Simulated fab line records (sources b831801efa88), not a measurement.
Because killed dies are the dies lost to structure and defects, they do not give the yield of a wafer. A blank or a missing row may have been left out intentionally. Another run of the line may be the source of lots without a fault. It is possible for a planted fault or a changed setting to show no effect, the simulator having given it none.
fab line records | flow sky130
record: lots: 12 | wafers: 36 | last-day: 50
route steps=708 shown VIA3@594 VIA4@641 METAL5@665
lots that met no fault: from a run of the same line without faults
start-h: the number of hours between the record's first day and the start of the first shown wafer of the lot | wait-h: hours from the lot's prior step to this one | " the same as in the row above | L1.1+2: one row covering several wafers at once | - no value, or no start given | * or withheld: withheld | < > ~ a bound
route shown NAME@n: a module of which the file shows steps, and the number in the route of the first | usual: the fault-free wafers' mean and standard deviation | same: alike in all rows | chamber/n: place in a boat | sites: each site's reading | _std_site: how widely they spread, as a standard deviation | _edge_site: the outer-site mean with the inner-site mean subtracted | radius-mm: for every site, how far away it sits from the centre of the wafer | mask NAME#n: copy n | behind: the tool/chamber that last shaped the wafer | hold: why the lot went on hold/how many hours it stayed there/how the hold came to an end | device: names the non-switching transistor (n, p or np) | end of line: at the end of the route, the tests of the same wafers | for a step that has no rows: nothing shown but its recipe | killed: the dies lost at the first sort to structure and to defects; this is not the yield of the wafer | map: the dies of a wafer, with x for killed, . for not killed, _ for no die there
set.NAME: setting as actually run; set.NAME@STEP: the setting as run at that earlier step | model.NAME: the simulator's own value behind a step, which no gauge read
a sample of lots followed through the steps of the route, with each step as a table and each wafer as a row
services: a tool's chamber out of use, with start hour (start-h, from the record's first day; less than 0 if before it), hours out, and reason
== steps ==
step: SKY_VIA3_CVD_21
recipe: material: W | target-thk-nm: 390 | time-s: 117.31 | temp-c: 400 | pressure-torr: 40
usual: heater-power-w: 822/49
lot.wafer | tool     | chamber | start-h | wait-h | heater-power-w
L707.2    | cvd-w-02 | 1       | 940.54  | 0.0    | 762
L707.3    | "        | 0       | "       | "      | 860
L707.6    | "        | 0       | "       | "      | 838
L709.1    | cvd-w-02 | 1       | 953.44  | 0.0    | 790
L709.2    | "        | 0       | "       | "      | 830
L709.5    | "        | 0       | "       | "      | 840
L708.1    | cvd-w-02 | 0       | 959.21  | 0.0    | 846
L708.2    | "        | 1       | "       | "      | 795
L708.4    | "        | 0       | "       | "      | 823
L710.2    | cvd-w-02 | 0       | 962.49  | 0.0    | 867
L710.4    | "        | 1       | "       | "      | 776
L710.5    | "        | 0       | "       | "      | 832
L711.1    | cvd-w-02 | 1       | 966.07  | 0.0    | 799
L711.2    | "        | 0       | "       | "      | 858
L711.5    | "        | 1       | "       | "      | 781
L712.2    | cvd-w-02 | 1       | 973.94  | 0.0    | 809
L712.5    | "        | 1       | "       | "      | 802
L712.6    | "        | 0       | "       | "      | 856
L714.3    | cvd-w-02 | 0       | 979.48  | 0.1    | 855
L714.4    | "        | 1       | "       | "      | 767
L714.6    | "        | 0       | "       | "      | 849
L715.1    | cvd-w-02 | 1       | 992.08  | 0.0    | 778
L715.2    | "        | 0       | "       | "      | 865
L715.4    | "        | 1       | "       | "      | 811
L722.2    | cvd-w-02 | 1       | 1029.58 | 0.0    | 789
L722.4    | "        | 0       | "       | "      | 855
L722.5    | "        | 1       | "       | "      | 772
L721.2    | cvd-w-02 | 1       | 1033.05 | 0.0    | 775
L721.5    | "        | 1       | "       | "      | 782
L721.6    | "        | 0       | "       | "      | 850
L727.1    | cvd-w-01 | 0       | 1067.26 | 0.0    | 804
L727.5    | "        | 1       | "       | "      | 934
L727.6    | "        | 0       | "       | "      | 780
L728.2    | cvd-w-02 | 1       | 1068.21 | 0.1    | 781
L728.4    | "        | 1       | "       | "      | 774
L728.6    | "        | 1       | "       | "      | 772
step: SKY_VIA3_CMP_24
recipe: stop-on: SiO2 | t-overpolish-s: 20 | down-force-psi: 3.5 | platen-rpm: 60 | target-thk-nm: 0 | pad-velocity-m-s: 0.94248
usual: motor-current-A: 10.6/0.79 | overpolish-run-s: 19.999/0.0089 | slurry-flow-ml-min: 150.0/0.45 | time-to-endpoint-s: 95.0/3
lot.wafer | tool   | chamber | start-h | wait-h | motor-current-A | overpolish-run-s | slurry-flow-ml-min | time-to-endpoint-s
L707.2    | cmp-02 | 3       | 940.84  | 0.0    | 9.5             | 20.004           | 149.9              | 95.5
L707.3    | "      | 1       | "       | "      | 11.7            | 20.004           | 150.3              | 94.8
L707.6    | "      | 0       | "       | "      | 10.8            | 19.994           | 150.3              | 95.1
L709.2    | cmp-02 | 2       | 953.74  | 0.0    | 11.3            | 20.018           | 149.4              | 95.7
L709.1    | "      | 0       | "       | "      | 10.2            | 19.992           | 149.1              | 95.2
L709.5    | "      | 2       | "       | "      | 11.8            | 20.000           | 149.5              | 97.5
L708.1    | cmp-01 | 2       | 959.51  | 0.1    | 10.8            | 19.981           | 150.0              | 93.7
L708.4    | "      | 0       | "       | "      | 10.4            | 20.012           | 150.3              | 93.0
L708.2    | "      | 1       | "       | "      | 11.1            | 20.000           | 150.7              | 94.4
L710.2    | cmp-02 | 2       | 962.90  | 0.1    | 11.1            | 19.989           | 150.4              | 100.8
L710.4    | "      | 3       | "       | "      | 9.9             | 19.998           | 149.5              | 95.6
L710.5    | "      | 0       | "       | "      | 10.3            | 19.994           | 150.3              | 97.8
L711.2    | cmp-02 | 3       | 966.37  | 0.0    | 9.9             | 19.997           | 150.1              | 98.1
L711.1    | "      | 1       | "       | "      | 11.1            | 20.008           | 150.8              | 94.8
L711.5    | "      | 0       | "       | "      | 11.1            | 20.014           | 150.2              | 96.8
L712.2    | cmp-02 | 0       | 974.39  | 0.2    | 10.8            | 19.996           | 149.7              | 93.3
L712.6    | "      | 1       | "       | "      | 11.0            | 20.003           | 149.2              | 95.7
L712.5    | "      | 2       | "       | "      | 11.2            | 19.994           | 149.9              | 96.9
L714.4    | cmp-01 | 0       | 979.79  | 0.1    | 10.5            | 20.006           | 150.0              | 91.6
L714.3    | "      | 2       | "       | "      | 11.2            | 20.009           | 149.1              | 95.1
L714.6    | "      | 3       | "       | "      | 11.6            | 19.990           | 149.4              | 95.0
L715.4    | cmp-02 | 3       | 992.39  | 0.0    | 10.0            | 20.006           | 150.2              | 98.5
L715.2    | "      | 0       | "       | "      | 10.5            | 20.005           | 150.5              | 98.8
L715.1    | "      | 1       | "       | "      | 11.2            | 19.994           | 149.8              | 96.1
L722.2    | cmp-02 | 3       | 1029.93 | 0.1    | 9.2             | 19.999           | 149.9              | 89.9
L722.4    | "      | 1       | "       | "      | 11.3            | 19.989           | 149.5              | 94.3
L722.5    | "      | 2       | "       | "      | 10.7            | 19.988           | 149.3              | 96.5
L721.2    | cmp-02 | 0       | 1033.44 | 0.1    | 10.1            | 19.980           | 149.8              | 88.0
L721.6    | "      | 0       | "       | "      | 10.4            | 20.008           | 150.3              | 94.6
L721.5    | "      | 1       | "       | "      | 11.1            | 19.989           | 150.7              | 92.8
L727.1    | cmp-01 | 0       | 1067.61 | 0.1    | 10.2            | 20.004           | 149.9              | 94.4
L727.5    | "      | 3       | "       | "      | 11.6            | 20.004           | 150.0              | 95.8
L727.6    | "      | 0       | "       | "      | 9.8             | 19.991           | 149.8              | 95.8
L728.4    | cmp-02 | 0       | 1068.60 | 0.0    | 10.9            | 19.997           | 150.2              | 92.6
L728.2    | "      | 2       | "       | "      | 10.6            | 19.992           | 150.2              | 93.0
L728.6    | "      | 0       | "       | "      | 9.8             | 19.989           | 150.2              | 90.1
step: SKY_VIA4_CMP_02
recipe: material: SiO2 | down-force-psi: 4 | platen-rpm: 60 | pad-velocity-m-s: 0.94248
usual: motor-current-A: 11.8/0.85 | slurry-flow-ml-min: 150.0/0.46
lot.wafer | tool   | chamber | start-h | wait-h | motor-current-A | slurry-flow-ml-min
L707.2    | cmp-02 | 3       | 991.70  | 0.0    | 10.4            | 149.9
L707.3    | "      | 0       | "       | "      | 11.3            | 150.8
L707.6    | "      | 0       | "       | "      | 11.2            | 150.2
L709.1    | cmp-01 | 2       | 1003.71 | 0.1    | 11.8            | 150.0
L709.2    | "      | 1       | "       | "      | 13.0            | 151.3
L709.5    | "      | 3       | "       | "      | 13.3            | 148.9
L708.1    | cmp-02 | 0       | 1008.83 | 0.1    | 11.7            | 149.9
L708.2    | "      | 1       | "       | "      | 12.5            | 149.9
L708.4    | "      | 3       | "       | "      | 9.4             | 149.7
L710.4    | cmp-01 | 2       | 1013.22 | 0.1    | 11.5            | 149.1
L710.2    | "      | 3       | "       | "      | 12.1            | 149.4
L710.5    | "      | 1       | "       | "      | 12.1            | 148.8
L711.1    | cmp-02 | 0       | 1015.81 | 0.1    | 12.1            | 150.1
L711.2    | "      | 1       | "       | "      | 12.7            | 149.8
L711.5    | "      | 2       | "       | "      | 12.4            | 150.3
L712.2    | cmp-02 | 1       | 1023.63 | 0.1    | 12.6            | 151.1
L712.5    | "      | 0       | "       | "      | 11.4            | 149.9
L712.6    | "      | 1       | "       | "      | 12.8            | 149.4
L714.3    | cmp-01 | 0       | 1027.56 | 0.0    | 10.6            | 149.9
L714.4    | "      | 1       | "       | "      | 11.9            | 150.1
L714.6    | "      | 0       | "       | "      | 10.8            | 149.9
L715.4    | cmp-02 | 2       | 1041.34 | 0.1    | 11.9            | 150.8
L715.1    | "      | 3       | "       | "      | 10.0            | 149.2
L715.2    | "      | 0       | "       | "      | 11.8            | 149.8
L722.2    | cmp-02 | 0       | 1076.33 | 0.2    | 11.9            | 149.9
L722.4    | "      | 1       | "       | "      | 12.7            | 150.0
L722.5    | "      | 0       | "       | "      | 11.8            | 149.2
L721.2    | cmp-01 | 3       | 1078.98 | 0.2    | 12.0            | 150.3
L721.6    | "      | 2       | "       | "      | 12.1            | 149.8
L721.5    | "      | 3       | "       | "      | 12.3            | 149.6
L727.1    | cmp-02 | 3       | 1112.93 | 0.2    | 10.2            | 150.2
L727.5    | "      | 0       | "       | "      | 11.2            | 150.5
L727.6    | "      | 1       | "       | "      | 11.9            | 150.4
L728.4    | cmp-02 | 1       | 1113.40 | 0.0    | 12.7            | 150.2
L728.2    | "      | 3       | "       | "      | 9.8             | 150.0
L728.6    | "      | 1       | "       | "      | 12.2            | 149.6
step: SKY_METAL5_SPUTTER_04
recipe: material: TiN | target-thk-nm: 70 | power-w: 6500 | time-s: 58.3 | chamber-pressure-pa: 0.4
usual: cathode-dc-power-W: 6500.1/1.1 | throttle-valve-pct: 30.5/0.74
lot.wafer | tool           | chamber | start-h | wait-h | cathode-dc-power-W | throttle-valve-pct
L707.2    | pvd-sputter-01 | -       | 1016.20 | 0.0    | 6501.6             | 29.6
L707.3    | "              | -       | "       | "      | 6502.4             | 30.7
L707.6    | "              | -       | "       | "      | 6498.8             | 31.6
L709.1    | pvd-sputter-03 | -       | 1028.02 | 0.0    | 6500.1             | 29.7
L709.2    | "              | -       | "       | "      | 6500.8             | 29.4
L709.5    | "              | -       | "       | "      | 6500.2             | 30.7
L708.1    | pvd-sputter-03 | -       | 1033.74 | 0.0    | 6498.9             | 30.9
L708.2    | "              | -       | "       | "      | 6500.6             | 29.7
L708.4    | "              | -       | "       | "      | 6498.9             | 29.2
L710.2    | pvd-sputter-04 | -       | 1038.04 | 0.0    | 6500.2             | 30.0
L710.4    | "              | -       | "       | "      | 6500.1             | 29.7
L710.5    | "              | -       | "       | "      | 6498.0             | 30.2
L711.1    | pvd-sputter-04 | -       | 1040.82 | 0.0    | 6499.4             | 30.9
L711.2    | "              | -       | "       | "      | 6500.1             | 30.0
L711.5    | "              | -       | "       | "      | 6501.1             | 31.6
L712.2    | pvd-sputter-04 | -       | 1048.26 | 0.0    | 6499.9             | 29.8
L712.5    | "              | -       | "       | "      | 6500.4             | 29.6
L712.6    | "              | -       | "       | "      | 6498.9             | 30.4
L714.3    | pvd-sputter-03 | -       | 1052.34 | 0.0    | 6500.7             | 29.8
L714.4    | "              | -       | "       | "      | 6500.5             | 31.0
L714.6    | "              | -       | "       | "      | 6499.4             | 29.6
L715.1    | pvd-sputter-03 | -       | 1065.13 | 0.0    | 6499.0             | 31.0
L715.2    | "              | -       | "       | "      | 6501.4             | 30.7
L715.4    | "              | -       | "       | "      | 6500.3             | 29.4
L722.2    | pvd-sputter-04 | -       | 1099.61 | 0.0    | 6500.8             | 29.7
L722.4    | "              | -       | "       | "      | 6499.8             | 30.4
L722.5    | "              | -       | "       | "      | 6499.2             | 29.7
L721.2    | pvd-sputter-01 | -       | 1101.34 | 0.0    | 6500.5             | 31.7
L721.5    | "              | -       | "       | "      | 6501.7             | 29.5
L721.6    | "              | -       | "       | "      | 6247.4             | 30.3
L727.1    | pvd-sputter-03 | -       | 1134.18 | 0.0    | 6500.4             | 31.1
L727.5    | "              | -       | "       | "      | 6500.0             | 29.8
L727.6    | "              | -       | "       | "      | 6499.4             | 30.6
L728.2    | pvd-sputter-04 | -       | 1134.37 | 0.0    | 6498.8             | 31.8
L728.4    | "              | -       | "       | "      | 6499.1             | 29.5
L728.6    | "              | -       | "       | "      | 6498.6             | 30.9
== services ==
tool           | chamber | start-h | hours | kind
cvd-w-02       | 0       | 921.44  | -     | clean
cvd-w-02       | 1       | 921.44  | -     | clean
cvd-w-01       | -       | 939.65  | 28.1  | pm
pvd-sputter-03 | -       | 1013.09 | 3.5   | repair
cmp-02         | -       | 1022.08 | 1.4   | repair
cvd-w-01       | -       | 1038.93 | 6.0   | pm
cmp-01         | -       | 1040.37 | 1.5   | repair
cmp-02         | -       | 1046.99 | 1.3   | repair
cvd-w-02       | 0       | 1058.14 | 11.7  | repair
cmp-01         | -       | 1062.29 | 2.8   | repair
cmp-02         | -       | 1077.78 | 4.0   | pm
cmp-01         | -       | 1081.48 | 1.2   | repair
cvd-w-01       | 0       | 1082.95 | 4.3   | repair
cmp-01         | -       | 1084.00 | 4.0   | pm
cmp-01         | -       | 1088.00 | -     | consumable-replace:conditioner
cmp-01         | -       | 1088.00 | -     | consumable-replace:pad
cmp-01         | -       | 1110.09 | 0.9   | repair
pvd-sputter-04 | -       | 1122.43 | 0.6   | repair
pvd-sputter-01 | -       | 1133.79 | 1.3   | repair
== key ==
first-sign: step: SKY_METAL5_SPUTTER_04 | reading: cathode-dc-power-W | direction: down | sigmas: 99+ | usual: 6500.1 | struck: 6247.4
effect none on later readings
met-at SKY_METAL5_SPUTTER_04
struck-lots L721
struck-wafers L721.6
not-acting-at SKY_VIA3_CVD_21,SKY_VIA3_CMP_24,SKY_VIA4_CMP_02
fault: kind: process-parameter-drift | tool: pvd-sputter-01 | chamber: - | onset-h: 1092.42 | steps: SKY_METAL5_SPUTTER_04 | channel: power-w | offset: * | shape: step | end-h: 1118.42 | acts-in: * | stated: * | scope: struck-wafers-only
